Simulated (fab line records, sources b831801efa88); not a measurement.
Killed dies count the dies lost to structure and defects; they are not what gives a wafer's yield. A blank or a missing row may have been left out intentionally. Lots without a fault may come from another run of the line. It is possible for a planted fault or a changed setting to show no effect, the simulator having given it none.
A struck lot beside a sound one    flow sky130    14 steps out of a route of 708
Sound: the wafers L708.1, L708.2, L708.5. Wafers L711.3, L711.4, L711.5 were the ones struck. The cause is named last.
At each step with rows: each side's tool, then ch and its chambers, then its first start. Under that, the readings that differ: sound wafers    struck wafers    difference of the means    sigmas: that difference in standard deviations of wafers without a fault.
alike: readings whose means differ by less than 2 such deviations, and words and numbers that are the same on both sides. not compared: withheld readings, readings that some wafer has no value for, bounds like >300 that may hide the same value, and numbers for which the record gives no deviation and whose values overlap.
A row with sigmas, a row that says differs or no value, or rows on one side alone: a step with any of these is where the two part. When numbers do not overlap yet have no deviation, they are printed without sigmas and do not part them. A reading missing from all wafers of one side parts the sides only when that side holds two or more wafers.

SKY_POLY_GATE_ETCH_15: etches BARC in N2/H2, stops on SiO2, time 118.5 s, target depth 110 nm.
  sound on rieDiel-01 ch 0,1,3, day 17 07:02; struck on rieDiel-03 ch 0,3, day 18 08:47
  alike: drypumpMotorCurrentA, oesProductAu, throttleValvePct
  not compared: rfHoursCounterH
SKY_POLY_GATE_ETCH_16: etches Si3N4 in CH3F/O2, stops on poly-Si, time 147.5 s, target depth 75 nm.
  sound on rieDiel-01 ch 0,1,3, day 17 07:07; struck on rieDiel-03 ch 0,3, day 18 08:52
reading              sound              struck             difference  sigmas
oesProductAu (a.u.)  0.635 0.629 0.636  0.640 0.647 0.646  +0.011      +2
  alike: drypumpMotorCurrentA, throttleValvePct
  not compared: rfHoursCounterH
SKY_POLY_GATE_ETCH_17: etches poly-Si in HBr/Cl2, stops on SiO2, target depth 180 nm, time 70.5 s.
  sound on rieSi-01 ch 0,1,2, day 17 07:13; struck on rieSi-02 ch 1,3, day 18 08:58
  alike: drypumpMotorCurrentA, oesProductAu, throttleValvePct
  not compared: rfHoursCounterH
SKY_POLY_GATE_STRIP_18: strips in O2/N2.
  sound on plasmaAsher-03 ch 0,1, day 17 07:17; struck on plasmaAsher-04 ch 0,1, day 18 09:04
  alike: drypumpMotorCurrentA, oesProductAu, stripTimeToEndpointS
  not compared: rfHoursCounterH
then, 2 steps without rows for these wafers: SKY_POLY_GATE_CLEAN_19 (cleans in SC1/SC2, time 150 s); SKY_POLY_GATE_OXIDATION_20 (stabilise 600 s, purge 300 s, target thk 4 nm).
SKY_POLY_GATE_THK_MEAS_21:
  struck on filmMetro-01, day 18 12:44; sound on filmMetro-01, day 17 08:41
  alike: POLY_GATE_OXIDATION_THK
SKY_POLY_GATE_CD_MEAS_22:
  struck on cdSem-01, day 18 12:50; sound on cdSem-02, day 17 08:44
  alike: cdNm
then, 4 steps without rows for these wafers: SKY_LDD_N_DEHYDRATE_00 (time 60 s); SKY_LDD_N_HMDS_01 (prime time 60 s); SKY_LDD_N_COAT_02 (resist thk 300 nm); SKY_LDD_N_SOFTBAKE_03 (time 60 s).
SKY_LDD_N_EXPOSE_04: exposes mask NTM, target cd 840 nm.
  struck on ilineStepper-02, day 19 04:14; sound on ilineStepper-01 ch 0, day 17 23:59
  no value came back on the struck wafers for exposureDoseMJCm2, focusOffsetNm (nm); on the sound wafers exposureDoseMJCm2 reads 110.15 110.17 109.96
  alike: mask
then, 1 step without rows for these wafers: SKY_LDD_N_PEB_05.

== WHERE THEY PART ==
Last at SKY_LDD_N_EXPOSE_04 as far as this record goes, first at SKY_POLY_GATE_ETCH_16.

WHY: whatever the simulator had introduced
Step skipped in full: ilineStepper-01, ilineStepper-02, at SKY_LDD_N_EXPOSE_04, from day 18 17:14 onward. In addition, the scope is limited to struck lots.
